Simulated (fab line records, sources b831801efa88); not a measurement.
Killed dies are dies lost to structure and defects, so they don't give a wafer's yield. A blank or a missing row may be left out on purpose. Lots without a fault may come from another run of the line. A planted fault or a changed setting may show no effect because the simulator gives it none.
Which tool did it? | flow gf180mcu | 13 lots, 39 wafers sampled, at 5 steps of a route of 602

WHAT THE GAUGES READ, wafer by wafer
GF_STI_CD_MEAS_12: target cd 220 nm.
lot  | measured    | on        | cd_nm (nm)
L772 | day 2 01:24 | cd_sem-01 | 218.1 219.5 220.1
L773 | day 2 06:20 | cd_sem-01 | 221.9 221.0 222.3
L774 | day 2 11:45 | cd_sem-01 | 217.5 218.7 217.9
L776 | day 2 22:14 | cd_sem-02 | 219.4 220.0 218.4
L779 | day 3 13:20 | cd_sem-02 | 222.0 221.5 222.4
L781 | day 3 22:45 | cd_sem-02 | 219.8 219.1 220.0
L782 | day 4 05:56 | cd_sem-02 | 221.4 220.9 221.7
L785 | day 4 21:00 | cd_sem-01 | 220.2 220.8 220.7
L786 | day 5 01:26 | cd_sem-01 | 218.3 218.7 218.9
L791 | day 6 02:38 | cd_sem-01 | 220.3 220.5 219.1
L792 | day 6 08:26 | cd_sem-01 | 215.4 215.6 215.8
L793 | day 6 16:38 | cd_sem-01 | 214.7 213.8 214.1 214.3 213.4 214.3
L795 | day 6 23:42 | cd_sem-01 | 219.8 221.2 220.1

GF_M1_RS_MEAS_05: measures by four-point-probe.
lot  | measured     | on            | M1_ALCU_RS (ohm/sq)
L772 | day 16 04:00 | film_metro-02 | 0.0713 0.0709 0.0715
L773 | day 16 21:05 | film_metro-02 | 0.0708 0.0708 0.0709
L774 | day 17 07:36 | film_metro-02 | 0.0701 0.0712 0.0701
L776 | day 17 12:43 | film_metro-01 | 0.0698 0.0702 0.0702
L779 | day 18 23:53 | film_metro-01 | 0.0696 0.0703 0.0691
L781 | day 19 15:03 | film_metro-01 | 0.0709 0.0699 0.0701
L782 | day 20 05:05 | film_metro-01 | 0.0714 0.0692 0.0705
L785 | day 21 05:16 | film_metro-04 | 0.0705 0.0703 0.0706
L786 | day 21 12:58 | film_metro-02 | 0.0710 0.0700 0.0714
L791 | day 22 20:27 | film_metro-02 | 0.0695 0.0694 0.0704
L792 | day 23 06:06 | film_metro-01 | 0.0696 0.0713 0.0698
L793 | day 24 08:41 | film_metro-02 | 0.0708 0.0696 0.0699
L795 | day 24 14:13 | film_metro-02 | 0.0690 0.0686 0.0680

GF_M1_THK_MEAS_06: measures by xrf.
lot  | measured     | on            | M1_ALCU_THK (nm)
L772 | day 16 04:06 | film_metro-02 | 435 438 434
L773 | day 16 21:12 | film_metro-02 | 438 437 436
L774 | day 17 07:43 | film_metro-02 | 440 435 439
L776 | day 17 12:49 | film_metro-01 | 450 448 448
L779 | day 19 00:00 | film_metro-01 | 448 444 452
L781 | day 19 15:09 | film_metro-01 | 440 446 445
L782 | day 20 05:12 | film_metro-01 | 439 451 444
L785 | day 21 05:22 | film_metro-04 | 439 442 440
L786 | day 21 13:03 | film_metro-02 | 435 438 431
L791 | day 22 20:34 | film_metro-02 | 446 447 440
L792 | day 23 06:13 | film_metro-01 | 444 437 444
L793 | day 24 08:48 | film_metro-02 | 438 446 441
L795 | day 24 14:20 | film_metro-02 | 447 452 455

WHICH TOOL RAN EACH LOT (tool, then ch and the chambers of the sampled wafers, then the start)
lot  | GF_STI_SOFTBAKE_08               | GF_SALICIDE_RTA_06
L772 | litho_track-01 ch 0, day 1 19:02 | rtp_anneal-01 ch 0, day 15 03:20
L773 | litho_track-04 ch 0, day 2 00:17 | rtp_anneal-02 ch 0, day 15 20:06
L774 | litho_track-04 ch 0, day 2 05:38 | rtp_anneal-02 ch 0, day 16 06:28
L776 | litho_track-04 ch 0, day 2 16:08 | rtp_anneal-01 ch 0, day 16 11:58
L779 | litho_track-02 ch 0, day 3 07:00 | rtp_anneal-01 ch 0, day 17 21:11
L781 | litho_track-04 ch 0, day 3 16:37 | rtp_anneal-01 ch 0, day 18 12:38
L782 | litho_track-02 ch 0, day 3 23:24 | rtp_anneal-01 ch 0, day 19 02:13
L785 | litho_track-02 ch 0, day 4 14:00 | rtp_anneal-02 ch 0, day 20 02:03
L786 | litho_track-01 ch 0, day 4 18:21 | rtp_anneal-02 ch 0, day 20 10:24
L791 | litho_track-02 ch 0, day 5 19:57 | rtp_anneal-01 ch 0, day 21 18:24
L792 | litho_track-04 ch 0, day 6 00:53 | rtp_anneal-01 ch 0, day 22 03:49
L793 | litho_track-04 ch 0, day 6 09:25 | rtp_anneal-02 ch 0, day 23 07:10
L795 | litho_track-01 ch 0, day 6 16:08 | rtp_anneal-02 ch 0, day 23 13:07
- GF_STI_SOFTBAKE_08: time 60 s.
- GF_SALICIDE_RTA_06: time 30 s.

WHAT THE TOOLS THEMSELVES READ (means of the sampled wafers that have a number; where no wafer has one, the mark that the record gives instead)
GF_STI_SOFTBAKE_08.
lot  | tool           | exhaust_pa (Pa) | heater_power_total_W (W) | plate_temp_C (C)
L772 | litho_track-01 | 45.4            | 93.03                    | 129.91
L773 | litho_track-04 | 45.4            | 93.04                    | 129.98
L774 | litho_track-04 | 45.6            | 93.04                    | 129.93
L776 | litho_track-04 | 44.6            | 93.05                    | 129.97
L779 | litho_track-02 | 45.3            | 93.07                    | 129.91
L781 | litho_track-04 | 45.0            | 93.06                    | 129.85
L782 | litho_track-02 | 44.2            | 93.01                    | 129.91
L785 | litho_track-02 | 44.6            | 93.12                    | 130.01
L786 | litho_track-01 | 45.3            | 93.05                    | 130.03
L791 | litho_track-02 | 44.9            | 93.07                    | 130.16
L792 | litho_track-04 | 44.5            | 94.77                    | 131.90
L793 | litho_track-04 | 44.7            | 94.81                    | 131.82
L795 | litho_track-01 | 44.3            | 93.04                    | 130.00

GF_SALICIDE_RTA_06.
lot  | tool          | lamp_power_pct (%) | wafer_temp_C_max
L772 | rtp_anneal-01 | 5.6                | 531.6
L773 | rtp_anneal-02 | 6.4                | 532.6
L774 | rtp_anneal-02 | 6.4                | 532.0
L776 | rtp_anneal-01 | 5.6                | 531.8
L779 | rtp_anneal-01 | 5.6                | 532.0
L781 | rtp_anneal-01 | 5.6                | 531.9
L782 | rtp_anneal-01 | 5.6                | 531.9
L785 | rtp_anneal-02 | 6.4                | 532.7
L786 | rtp_anneal-02 | 6.4                | 532.7
L791 | rtp_anneal-01 | 5.6                | 531.6
L792 | rtp_anneal-01 | 5.6                | 531.9
L793 | rtp_anneal-02 | 6.4                | 532.7
L795 | rtp_anneal-02 | 6.4                | 532.5

THE ANSWER, worked out from the rows above alone
Rule: what is usual is taken from the lots themselves. Put in order of their means at a reading, lots are off if they are a third of the lots or fewer, leave a main group of 4 or more, and stand apart from it by a gap of 3 or more times the standard deviation of the main group's means; of several such gaps the widest counts. A main group whose means are all the same, to the digits that the tables above print for the reading, isn't used. A lot without any number at a reading at which 4 lots or more have one is off too. The other lots that the step has rows for count as sound. The gauges are gone through in route order, then the tools' own readings, and for those a lot's mean is taken as printed above. The first step at which some lot is off is used, and at that step the reading that is off furthest; a lot without a number counts as furthest.
Off: L792, L793, at GF_STI_SOFTBAKE_08 (heater_power_total_W). The main group: mean 93.05 W, standard deviation 0.027.
A tool fits if, at that step or a process step before it, it ran every lot that is off, and no sound lot after the first of them. One fits: litho_track-04 at GF_STI_SOFTBAKE_08. Its last sound lot is L781 (day 3 16:37), its first lot that is off L792 (day 6 00:53): a fault that began between those two fits.
The tool's own readings at GF_STI_SOFTBAKE_08 bear it out: on the lots that are off they differ by more than 5 times the standard deviation of the sound lots' means. heater_power_total_W reads 94.79 W there against 93.05 W on the sound lots; plate_temp_C reads 131.86 C there against 129.97 C on the sound lots.

WHAT THE SIMULATOR HAD PUT IN
Process parameter drift: litho_track-04, from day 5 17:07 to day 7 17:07, at GF_STI_SOFTBAKE_08. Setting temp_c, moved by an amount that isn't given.
Lots struck among those shown: L792, L793. The rule above found the same.
